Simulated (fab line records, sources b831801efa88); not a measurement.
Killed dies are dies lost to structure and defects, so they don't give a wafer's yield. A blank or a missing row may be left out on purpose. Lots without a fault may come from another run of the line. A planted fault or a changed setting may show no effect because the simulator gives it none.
One fault seen from 2 desks | flow sky130 | each desk has only its own numbers; what lay behind them comes last

THE TOOL OWNER'S DESK: pvd_sputter-03
The tool's own readings at SKY_METAL1_SPUTTER_03 (material Ti, target thk 5 nm, time 3.3 s): means of the sampled wafers that have a number, for each lot that ran on this tool. A lot is out of limits, marked OUT, if its mean lies more than 4 standard deviations from the usual mean; the brackets give that distance.
Columns: A = throttle_valve_pct at SKY_METAL1_SPUTTER_03, usual 30.0 %
lot  | first seen here | A
L157 | day 32 13:17    | 29.7
L167 | day 35 15:53    | 29.8
L169 | day 36 01:25    | 29.3
This desk's finding: nothing out of limits on any of the 3 lots.

THE METROLOGY DESK
What the gauges read, lot by lot, whatever tool the lot ran on: means of the sampled wafers that have a number. A lot is out of limits, marked OUT, if its mean lies more than 4 standard deviations from the usual mean; the brackets give that distance.
Columns: A = CONTACT_W_RS at SKY_CONTACT_RS_MEAS_25, usual 0.336 ohm/sq; B = CONTACT_W_THK at SKY_CONTACT_THK_MEAS_26, usual 341 nm
lot  | first seen here | A     | B
L157 | day 32 12:45    | 0.333 | 337
L160 | day 32 17:59    | 0.334 | 335
L167 | day 35 15:20    | 0.336 | 343
L169 | day 36 00:54    | 0.335 | 344
L177 | day 38 04:20    | 0.335 | 344
L176 | day 38 14:01    | 0.342 | 337
This desk's finding: nothing out of limits on any of the 6 lots.

PUT TOGETHER
The tool owner's desk saw nothing out of limits.
The metrology desk saw nothing out of limits.

WHAT THE SIMULATOR HAD PUT IN
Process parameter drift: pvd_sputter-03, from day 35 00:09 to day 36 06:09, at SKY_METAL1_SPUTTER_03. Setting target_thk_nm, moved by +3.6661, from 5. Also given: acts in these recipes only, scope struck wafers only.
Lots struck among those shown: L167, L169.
